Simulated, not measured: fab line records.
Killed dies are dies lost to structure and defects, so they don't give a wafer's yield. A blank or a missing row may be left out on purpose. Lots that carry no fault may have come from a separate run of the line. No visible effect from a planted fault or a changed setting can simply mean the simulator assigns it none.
A struck lot beside a sound one || flow sky130 || 14 out of 708 route steps
Sound: the wafers L798.3, L798.4, L798.5. Wafers L804.4, L804.5, L804.6 were the ones struck. The cause is named last.
Order at every step that has rows: each side's tool, ch and its chambers, its first start. Under that, the readings that differ: sound wafers || struck wafers || difference of the means || sigmas: that difference in standard deviations of wafers without a fault.
alike: a reading whose means differ by less than 2 such deviations, as well as words and numbers matching on both sides. not compared: withheld readings; readings where some wafer has no value; bounds like >300 that might hide an equal value; numbers whose values overlap and for which the record gives no deviation.
Wherever a step has rows on one side only, a row that says differs or no value, or a row with sigmas, the two part there. When numbers do not overlap yet have no deviation, they are printed without sigmas and do not part them. A reading missing from all wafers of one side parts the sides only when that side holds two or more wafers.

first, 3 steps without rows for these wafers: SKY_LDD_HVN_EXPOSE_04 (exposes mask HVNTM, target cd 700 nm); SKY_LDD_HVN_PEB_05; SKY_LDD_HVN_DEVELOP_06 (develop time 60 s).
SKY_LDD_HVN_OVL_MEAS_07:
  sound on overlay-01, day 22 21:37; struck on overlay-01, day 25 10:13
  alike: LDD_HVN_OVL
next, for these wafers, 1 step has no rows: SKY_LDD_HVN_IMPLANT_08.
SKY_LDD_HVN_STRIP_09: strips in O2/N2.
  sound on plasma-asher-03 ch 0,1, day 22 21:49; struck on plasma-asher-02 ch 0,1, day 25 10:25
  alike: drypump-motor-current-A, oes-product-au, strip-time-to-endpoint-s
  not compared: rf-hours-counter-h
SKY_LDD_HVN_TW_MEAS_10:
  sound on film-metro-03, day 22 21:55; struck on film-metro-04, day 25 10:31
{"reading": "LDD_HVN_TW", "sound": "1448 1449 1450", "struck": "1421 1424 1426", "difference": -25, "sigmas": -3}
then, 5 steps without rows for these wafers: SKY_LDD_HVP_DEHYDRATE_00 (time 60 s); SKY_LDD_HVP_HMDS_01 (prime time 60 s); SKY_LDD_HVP_COAT_02 (resist thk 300 nm); SKY_LDD_HVP_SOFTBAKE_03 (time 60 s); SKY_LDD_HVP_EXPOSE_04 (exposes mask HVPTM, target cd 700 nm).
SKY_LDD_HVP_PEB_05:
  struck on litho-track-03, day 26 15:22; sound on litho-track-02 ch 0, day 24 04:04
{"reading": "exhaust-pa (Pa)", "sound": "45.4 44.1 44.6", "struck": "- - -", "difference": "no value on the struck wafers", "sigmas": ""}
  not compared: chill-plate-temp-C, time-s
then, 1 step without rows for these wafers: SKY_LDD_HVP_DEVELOP_06 (develop time 60 s).

== WHERE THEY PART ==
First at SKY_LDD_HVN_TW_MEAS_10; last, within this record, at SKY_LDD_HVP_PEB_05.

WHY: what the simulator had put in
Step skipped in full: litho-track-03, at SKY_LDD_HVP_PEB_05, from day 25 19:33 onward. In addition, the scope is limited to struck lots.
